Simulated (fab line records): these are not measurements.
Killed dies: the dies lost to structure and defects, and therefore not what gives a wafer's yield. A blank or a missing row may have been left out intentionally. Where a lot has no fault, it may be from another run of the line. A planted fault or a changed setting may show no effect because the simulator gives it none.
fab line records -- flow sky130
record lots=6, wafers=18, lastDay=50
route steps=708 shown VT_ADJUST_PCH@148 SONOS_TUNNEL@154 PAD_OPEN@708
lots with no fault: from the same line, run without faults
startH: hours from the record's first day to the start of the lot's first wafer shown -- waitH: time in hours since the lot's previous step -- " repeats the value in the row above -- L1.1+2: one row covering several wafers at once -- - no value, or no start given -- * or withheld: withheld -- < > ~ a bound
route shown NAME@n: names a module that has steps shown in the file, with the first one's number in the route -- usual: mean and standard deviation over wafers with no fault -- same: alike in all rows -- chamber/n: place in a boat -- sites: each site's reading -- _std_site: standard deviation across them -- _edge_site: outer sites' mean less inner sites' -- radiusMm: for every site, how far away it sits from the centre of the wafer -- mask NAME#n: copy n -- behind: tool/chamber where the wafer was last shaped -- hold: why the lot was held/for how many hours/how that ended -- device: transistor that didn't switch, given as n, p or np -- end of line: the same wafers' tests at the end of the route -- a step without rows: its recipe alone -- killed: dies that structure and defects cost at the first sort, which is not the same as the wafer's yield -- map: per-die view of a wafer (x killed, . not killed, _ where there is no die)
set.NAME: the setting the step ran with; set.NAME@STEP: the setting that earlier step ran with -- model.NAME: the simulator's own value behind a step, which no gauge read
lots at some steps of the route; a table a step, a row a wafer
services: a tool's chamber out of use, with start hour (startH, from the record's first day; less than 0 if before it), hours out, and reason
## steps
# step SKY_VT_ADJUST_PCH_PEB_05
# recipe tempC=115, timeS=withheld
# step SKY_VT_ADJUST_PCH_DEVELOP_06
# recipe wallAngleDeg=90, developer=TMAH, developTimeS=60, devTempC=23
# step SKY_VT_ADJUST_PCH_OVL_MEAS_07
# usual VT_ADJUST_PCH_OVL=0.3/1.2
lot.wafer,tool,chamber,startH,waitH,VT_ADJUST_PCH_OVL[nm]
L485.2,overlay-02,-,243.52,-,1.3
L485.5,overlay-02,-,243.52,-,2.3
L485.6,overlay-02,-,243.52,-,0.8
L492.1,overlay-01,-,303.24,-,0.2
L492.3,overlay-01,-,303.24,-,1.4
L492.4,overlay-01,-,303.24,-,0.3
L496.1,overlay-02,-,337.92,-,-0.6
L496.3,overlay-02,-,337.92,-,-0.4
L496.5,overlay-02,-,337.92,-,0.3
L499.2,overlay-02,-,356.55,-,1.8
L499.4,overlay-02,-,356.55,-,2.7
L499.5,overlay-02,-,356.55,-,1.4
L503.1,overlay-02,-,389.29,-,-2.1
L503.3,overlay-02,-,389.29,-,1.2
L503.4,overlay-02,-,389.29,-,-1.8
L505.1,overlay-02,-,405.61,-,-1.1
L505.3,overlay-02,-,405.61,-,0.1
L505.6,overlay-02,-,405.61,-,-1.3
# step SKY_VT_ADJUST_PCH_IMPLANT_08
# recipe species=B, energyKev=10, doseCm2=5e+11, tiltDeg=withheld
# step SKY_VT_ADJUST_PCH_STRIP_09
# recipe chemistry=O2/N2, powerW=1400, pressureMtorr=1500, platenTempC=withheld, o2FlowSccm=3000, n2FlowSccm=300, overashFraction=0.5
# usual drypumpMotorCurrentA=5.8/0.4, oesProductAu=0.723/0.0045, stripTimeToEndpointS=36.92/0.087
lot.wafer,tool,chamber,startH,waitH,drypumpMotorCurrentA,oesProductAu,rfHoursCounterH,stripTimeToEndpointS
L485.2,plasmaAsher-02,0,243.70,0.1,5.2,0.723,59,36.73
L485.5,plasmaAsher-02,1,243.70,0.1,6.1,0.725,-,36.81
L485.6,plasmaAsher-02,0,243.70,0.1,5.2,0.722,-,36.87
L492.1,plasmaAsher-03,1,303.43,0.1,5.7,0.725,43,36.92
L492.3,plasmaAsher-03,0,303.43,0.1,5.7,0.721,-,36.89
L492.4,plasmaAsher-03,1,303.43,0.1,5.7,0.726,-,36.90
L496.1,plasmaAsher-02,0,338.11,0.1,5.2,0.730,68,36.88
L496.3,plasmaAsher-02,0,338.11,0.1,5.2,0.728,-,36.88
L496.5,plasmaAsher-02,1,338.11,0.1,6.1,0.722,-,36.91
L499.2,plasmaAsher-03,1,356.73,0.1,5.7,0.716,48,36.89
L499.4,plasmaAsher-03,1,356.73,0.1,5.7,0.722,-,36.89
L499.5,plasmaAsher-03,0,356.73,0.1,5.7,0.730,-,37.00
L503.1,plasmaAsher-02,0,389.48,0.1,5.2,0.726,73,36.90
L503.3,plasmaAsher-02,0,389.48,0.1,5.2,0.723,-,36.91
L503.4,plasmaAsher-02,1,389.48,0.1,6.1,0.725,-,36.93
L505.1,plasmaAsher-03,1,405.80,0.1,5.7,0.728,53,36.81
L505.3,plasmaAsher-03,1,405.80,0.1,5.6,0.714,-,36.86
L505.6,plasmaAsher-03,0,405.80,0.1,5.7,0.727,-,36.93
# step SKY_VT_ADJUST_PCH_TW_MEAS_10
# usual VT_ADJUST_PCH_TW=144.3/1.6
lot.wafer,tool,chamber,startH,waitH,VT_ADJUST_PCH_TW
L485.2,filmMetro-04,-,243.81,0.1,147.0
L485.5,filmMetro-04,-,243.81,0.1,146.5
L485.6,filmMetro-04,-,243.81,0.1,147.0
L492.1,filmMetro-03,-,303.53,0.1,144.0
L492.3,filmMetro-03,-,303.53,0.1,144.1
L492.4,filmMetro-03,-,303.53,0.1,144.1
L496.1,filmMetro-02,-,338.21,0.1,142.5
L496.3,filmMetro-02,-,338.21,0.1,142.5
L496.5,filmMetro-02,-,338.21,0.1,142.2
L499.2,filmMetro-03,-,356.84,0.1,143.2
L499.4,filmMetro-03,-,356.84,0.1,143.9
L499.5,filmMetro-03,-,356.84,0.1,144.0
L503.1,filmMetro-03,-,389.58,0.1,143.6
L503.3,filmMetro-03,-,389.58,0.1,144.6
L503.4,filmMetro-03,-,389.58,0.1,143.6
L505.1,filmMetro-02,-,405.90,0.1,142.1
L505.3,filmMetro-02,-,405.90,0.1,142.8
L505.6,filmMetro-02,-,405.90,0.1,142.3
# step SKY_SONOS_TUNNEL_DEHYDRATE_00
# recipe tempC=200, timeS=60
# step SKY_SONOS_TUNNEL_HMDS_01
# recipe primeTimeS=60, primeTempC=120
# step SKY_SONOS_TUNNEL_COAT_02
# recipe resist=NOVOLAK, spinRpm=3000, resistThkNm=1140
# step SKY_SONOS_TUNNEL_SOFTBAKE_03
# recipe tempC=90, timeS=60, resist=NOVOLAK
# step SKY_SONOS_TUNNEL_EXPOSE_04
# recipe maskId=TUNM, na=0.6, sourceShape=conventional, sigmaOuter=0.6, polarization=unpolarized, targetCdNm=410, doseMj=136
# step SKY_SONOS_TUNNEL_PEB_05
# recipe tempC=withheld, timeS=*, resist=NOVOLAK
# step SKY_SONOS_TUNNEL_DEVELOP_06
# recipe resist=NOVOLAK, developer=TMAH, developTimeS=60, devTempC=23
lot.wafer,tool,chamber,startH,waitH
L485.2+5+6,lithoTrack-02,0,266.85,0.1
L492.1+3+4,lithoTrack-02,0,329.87,0.1
L496.1+3+5,lithoTrack-02,0,366.22,0.1
L499.2+4+5,lithoTrack-04,0,384.79,0.1
L503.1+3+4,lithoTrack-04,0,418.41,0.1
L505.1+3+6,lithoTrack-04,0,435.36,0.1
# step SKY_SONOS_TUNNEL_CD_MEAS_07
# recipe targetCdNm=410
# usual cdNm=410.8/1.9
lot.wafer,tool,chamber,startH,waitH,cdNm
L485.2,cdSem-01,-,267.00,0.1,412.7
L485.5,cdSem-01,-,267.00,0.1,411.2
L485.6,cdSem-01,-,267.00,0.1,412.1
L492.1,cdSem-02,-,330.02,0.1,395.9
L492.3,cdSem-02,-,330.02,0.1,396.7
L492.4,cdSem-02,-,330.02,0.1,395.2
L496.1,cdSem-02,-,366.37,0.1,397.8
L496.3,cdSem-02,-,366.37,0.1,397.9
L496.5,cdSem-02,-,366.37,0.1,399.5
L499.2,cdSem-02,-,384.93,0.1,407.9
L499.4,cdSem-02,-,384.93,0.1,408.5
L499.5,cdSem-02,-,384.93,0.1,410.8
L503.1,cdSem-02,-,418.56,0.1,408.5
L503.3,cdSem-02,-,418.56,0.1,410.0
L503.4,cdSem-02,-,418.56,0.1,412.8
L505.1,cdSem-01,-,435.51,0.1,408.1
L505.3,cdSem-01,-,435.51,0.1,409.1
L505.6,cdSem-01,-,435.51,0.1,408.5
# step SKY_SONOS_TUNNEL_OVL_MEAS_08
# usual SONOS_TUNNEL_OVL=0.3/1.5
lot.wafer,tool,chamber,startH,waitH,SONOS_TUNNEL_OVL[nm]
L485.2,overlay-01,-,267.10,0.1,0.2
L485.5,overlay-01,-,267.10,0.1,2.7
L485.6,overlay-01,-,267.10,0.1,1.0
L492.1,overlay-02,-,330.14,0.1,-1.7
L492.3,overlay-02,-,330.14,0.1,0.4
L492.4,overlay-02,-,330.14,0.1,2.1
L496.1,overlay-01,-,366.49,0.1,-2.6
L496.3,overlay-01,-,366.49,0.1,0.8
L496.5,overlay-01,-,366.49,0.1,-1.8
L499.2,overlay-01,-,385.04,0.1,-0.6
L499.4,overlay-01,-,385.04,0.1,-0.6
L499.5,overlay-01,-,385.04,0.1,0.2
L503.1,overlay-02,-,418.68,0.1,1.4
L503.3,overlay-02,-,418.68,0.1,3.7
L503.4,overlay-02,-,418.68,0.1,1.5
L505.1,overlay-02,-,435.63,0.1,2.6
L505.3,overlay-02,-,435.63,0.1,1.4
L505.6,overlay-02,-,435.63,0.1,2.4
# step SKY_PAD_OPEN_PROBE_99
# usual killed_at_M0_to_M3=44/7.5, killed_at_M4_up=3.1/1.7, killedAtContacts=24/6.2, killedAtFrontEnd=15/4.2, killedAtOther=0.4/0.58, killedDies=85/10, killedOpen=47/7.7, killedShort=38/6.4
# same grossDies=492, killedAtBackSide=0
lot.wafer,tool,chamber,startH,waitH,killed_at_M0_to_M3,killed_at_M4_up,killedAtContacts,killedAtFrontEnd,killedAtOther,killedDies,killedOpen,killedShort
L496.1,prober-01,-,1162.09,0.1,45,3,21,14,0,83,45,36
L496.3,prober-01,-,1162.19,0.2,43,1,33,17,1,95,47,46
L496.5,prober-01,-,1162.29,0.2,52,2,27,14,0,95,56,37
L499.2,prober-02,-,1171.75,0.1,43,2,27,15,0,87,42,45
L499.4,prober-02,-,1171.85,0.2,51,3,27,16,1,98,57,41
L499.5,prober-02,-,1171.90,0.2,42,2,34,21,1,100,59,41
L505.1,prober-01,-,1207.99,0.1,64,1,24,15,0,104,55,49
L505.3,prober-01,-,1208.09,0.2,45,3,34,12,1,95,60,35
L505.6,prober-01,-,1208.24,0.2,39,3,26,17,0,85,46,39
# killed by level:class
L496.1 VIA1:geometricParticle:open=14 CONTACT:geometricParticle:open=7 METAL2:geometricParticle:short=7 CONTACT:geometricParticle:short=5 VIA3:geometricParticle:open=5 VIA2:geometricParticle:short=5 FIELD_ISO:geometricParticle:open=4 LI_CONTACT:geometricParticle:open=4
L496.3 CONTACT:geometricParticle:open=10 LOCAL_INTERCONNECT:geometricParticle:short=10 METAL2:geometricParticle:short=8 VIA3:geometricParticle:open=8 VIA2:geometricParticle:open=7 LI_CONTACT:geometricParticle:open=5 VIA1:geometricParticle:open=5 POLY_GATE:geometricParticle:open=4
L496.5 CONTACT:geometricParticle:open=13 VIA1:geometricParticle:open=12 METAL2:geometricParticle:short=9 LI_CONTACT:geometricParticle:open=7 VIA2:geometricParticle:open=7 VIA3:geometricParticle:open=7 VIA1:geometricParticle:short=5 FIELD_ISO:geometricParticle:open=4
L499.2 CONTACT:geometricParticle:open=10 VIA1:geometricParticle:open=7 LOCAL_INTERCONNECT:geometricParticle:short=6 VIA3:geometricParticle:short=6 METAL2:geometricParticle:short=6 FIELD_ISO:geometricParticle:short=5 POLY_GATE:geometricParticle:open=4 LI_CONTACT:geometricParticle:short=4
L499.4 CONTACT:geometricParticle:open=11 VIA2:geometricParticle:open=11 VIA1:geometricParticle:open=10 METAL1:geometricParticle:short=9 VIA3:geometricParticle:open=8 LI_CONTACT:geometricParticle:open=6 POLY_GATE:geometricParticle:short=5 CONTACT:geometricParticle:short=5
L499.5 CONTACT:geometricParticle:open=17 VIA3:geometricParticle:open=9 LI_CONTACT:geometricParticle:open=8 VIA1:geometricParticle:open=8 FIELD_ISO:geometricParticle:open=6 FIELD_ISO:geometricParticle:short=6 METAL2:geometricParticle:short=6 VIA3:geometricParticle:short=6
L505.1 VIA1:geometricParticle:open=11 VIA3:geometricParticle:open=10 VIA2:geometricParticle:open=9 METAL2:geometricParticle:short=9 LI_CONTACT:geometricParticle:open=8 CONTACT:geometricParticle:open=6 METAL1:geometricParticle:short=6 POLY_GATE:geometricParticle:short=5
L505.3 CONTACT:geometricParticle:open=20 VIA1:geometricParticle:open=10 VIA2:geometricParticle:open=10 LI_CONTACT:geometricParticle:open=6 METAL1:geometricParticle:short=5 VIA3:geometricParticle:open=5 POLY_GATE:geometricParticle:short=4 CONTACT:geometricParticle:short=4
L505.6 CONTACT:geometricParticle:open=13 VIA1:geometricParticle:open=9 VIA3:geometricParticle:open=8 POLY_GATE:geometricParticle:short=6 POLY_GATE:geometricParticle:open=5 VIA2:geometricParticle:open=5 CONTACT:geometricParticle:short=5 FIELD_ISO:geometricParticle:short=4
## services
tool,chamber,startH,hours,kind
plasmaAsher-02,-,247.41,0.4,repair
lithoTrack-02,-,275.80,-,consumableReplace:filter
plasmaAsher-03,-,384.59,0.4,repair
## key
firstSign step=SKY_SONOS_TUNNEL_CD_MEAS_07, reading=cdNm, direction=down, sigmas=7.1, usual=410.8, struck=397.1, through=controlLoop
effect none on later readings
metAt SKY_SONOS_TUNNEL_DEVELOP_06
struckWafers L492.1,L492.3,L492.4,L496.1,L496.3,L496.5
testerLeftOut L492,L496
loopTrim step=SKY_SONOS_TUNNEL_EXPOSE_04, setting=dose, lots=L496
onsetBetween 266.85 329.87
fault kind=processParameterDrift, tool=lithoTrack-02, chamber=-, onsetH=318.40, steps=SKY_SONOS_TUNNEL_DEVELOP_06, channel=developTimeS, offset=*, shape=step, endH=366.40, actsIn=*, stated=*
# testerLeftOut: of these lots the tester's yield and bins aren't shown, on N5 and GAA mostly nor the transistor test; their killed dies are dies lost to structure and defects alone, not to doping, threshold or leakage, so they don't give the yield
# loopTrim: a control loop set the setting to another value than it would have without faults
